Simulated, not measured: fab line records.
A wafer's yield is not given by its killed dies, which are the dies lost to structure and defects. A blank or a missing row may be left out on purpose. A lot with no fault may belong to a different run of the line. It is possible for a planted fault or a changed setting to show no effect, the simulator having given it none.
Matching of chambers	flow sky130	cmp-01 running SKY_VIA2_CMP_02: 4 sister chambers
The step polishes SiO2. 16 wafers are shown with their chamber, then 8 later ones without.

== EACH WAFER AND ITS CHAMBER ==
wafer	chamber	motor-current-A (A)	edge-zone-pressure-frac
L976.2	3	11.5	1.002
L976.5	0	12.4	1.006
L976.6	1	10.2	0.995
L981.1	1	9.7	0.993
L981.2	3	12.4	0.998
L981.5	2	10.7	1.004
L982.3	0	13.3	0.995
L982.4	3	12.4	1.000
L982.5	2	11.4	1.002
L984.1	3	12.6	0.999
L984.2	1	9.5	1.007
L984.4	2	11.1	1.000
L993.2	3	13.0	1.005
L993.3	2	10.7	0.999
L993.6	2	11.1	1.003
L994.1	2	10.8	0.999

SIGNATURES, as means of the wafers listed above
reading	chamber 0	chamber 1	chamber 2	chamber 3	scatter within a chamber
motor-current-A	12.850	9.800	10.967	12.380	0.435
edge-zone-pressure-frac	1.00050	0.99833	1.00117	1.00080	0.00437
Rule: distance of a wafer from a chamber = root of the sum over the readings of ((wafer's reading minus chamber's mean) / reading's scatter) squared. The wafer belongs to the nearest chamber; if the next one is less than 2 further off, it can't be placed. The scatter is the square root of a quotient: the sum, over the shown wafers, of each reading's squared deviation from its chamber's mean, divided by wafers minus chambers.

== WAFERS WHOSE CHAMBER IS MISSING ==
wafer	motor-current-A (A)	edge-zone-pressure-frac
L994.2	9.1	0.995
L994.3	12.2	0.998
L995.1	10.8	1.007
L995.4	13.1	0.997
L995.5	12.5	1.007
L996.2	10.9	1.005
L996.3	13.7	0.997
L996.4	9.5	0.999

== CHAMBER TAKEN BY EACH ==
wafer	from the rows above	in truth
L994.2	1	1
L994.3	can't be placed: 3 or 0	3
L995.1	can't be placed: 2 or 1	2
L995.4	can't be placed: 0 or 3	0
L995.5	can't be placed: 3 or 0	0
L996.2	2	2
L996.3	can't be placed: 0 or 3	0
L996.4	1	1
Correctly placed: 3 of 8. Unplaceable from these rows: 5, with the true chamber sitting among the candidates in 5. Placed wrongly: 0.
